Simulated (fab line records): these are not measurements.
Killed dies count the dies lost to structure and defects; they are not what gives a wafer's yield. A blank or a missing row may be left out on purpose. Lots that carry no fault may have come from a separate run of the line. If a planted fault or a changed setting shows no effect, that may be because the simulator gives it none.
8D (eight disciplines) problem report, filled in by code || flow sfq_line || the parts of the form that need people (team, actions taken, sign-off) are left out

## 1. WHAT WENT WRONG
At SFQ_TRILAYER_R5_BARC_OPEN_METAL_ETCH_177, oes_product_au averages 0.759 a.u. over 3 wafers from 3 lots, while fault-free wafers read 0.686 a.u., standard deviation 0.0044. Relative to the usual mean, that is a shift of +17 standard deviations.
The step: etches BARC in O2, target depth 125 nm, time 41.7 s.
Seen first at day 64 06:37 on rie_metal-02, wafer L226.3. Wafers with a number at this step in the record: 19, from 7 lots. Rule for "out", or "out of limits": more than 4 standard deviations from the usual mean. All remaining wafers that have a number are taken as sound.

## 2. WHAT IT IS, AND WHAT IT ISN'T
{"question": "which readings at this step", "is": "oes_product_au, run_length_s", "is not": "drypump_motor_current_A"}
{"question": "which lots", "is": "L226, L227, L228", "is not": "L218, L223, L232, L234"}
{"question": "which wafers of those lots", "is": "L226.3, L227.2, L228.2", "is not": "L226.4, L226.6, L227.1, L228.4"}
{"question": "read on which tools", "is": "rie_metal-02", "is not": "rie_metal-01, rie_metal-04"}
{"question": "when", "is": "from day 64 06:37", "is not": "up to then (8 sound wafers); but 8 sound wafers of L227, L228, L232, L234 came after"}

## 3. THE SUSPECTS, EACH WITH WHAT RULES IT OUT
Counting: if a tool at a process step up to the reading ran every lot that is out, it stays a suspect. Sound lots after the first of them don't rule it out here, since some wafers of a struck lot are sound.
- rie_metal-02 at SFQ_TRILAYER_R5_BARC_OPEN_METAL_ETCH_177 (etches BARC in O2, target depth 125 nm, time 41.7 s): kept. It ran every lot that is out, first L226 (day 64 06:37); its last sound lot up to then is L218 (day 57 13:27). Out on those wafers are its own readings of oes_product_au, run_length_s.
After counting, what remains is rie_metal-02 at SFQ_TRILAYER_R5_BARC_OPEN_METAL_ETCH_177.

## 4. THE CAUSE (what the simulator had put in)
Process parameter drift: rie_metal-02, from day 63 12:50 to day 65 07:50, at SFQ_TRILAYER_R5_BARC_OPEN_METAL_ETCH_177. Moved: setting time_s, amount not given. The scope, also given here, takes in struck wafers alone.
This tool alone remained once counting was done.

## 5. THE CHAIN OF EFFECTS, in route order
One row per reading whose mean, taken over the struck wafers that have a number, lies over 3 standard deviations from the usual. Scope: only readings with a usual standard deviation given in the record; hours: median across lots of the time from each lot's start at the first step in this table that gives one to its start at this step; sigmas: change in usual standard deviations.
{"hours": 0, "step": "SFQ_TRILAYER_R5_BARC_OPEN_METAL_ETCH_177", "reading": "oes_product_au", "usual": "0.686 a.u.", "on struck wafers": 0.759, "change": "+0.073", "sigmas": "+17"}
{"hours": 0, "step": "SFQ_TRILAYER_R5_BARC_OPEN_METAL_ETCH_177", "reading": "run_length_s", "usual": "70.1 s", "on struck wafers": 64.9, "change": -5.2, "sigmas": -11}
It contains these process steps:
- SFQ_TRILAYER_R5_BARC_OPEN_METAL_ETCH_177: etches BARC in O2, target depth 125 nm, time 41.7 s.
Readings that are blank on the struck wafers while sound wafers have them: rf_fwd_power_W at SFQ_TRILAYER_R5_BARC_OPEN_METAL_ETCH_177.

## 6. WHAT WOULD HAVE CAUGHT IT SOONER
In this record the first reading out of limits was taken at day 64 06:37, 18 hours after the fault began at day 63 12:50.
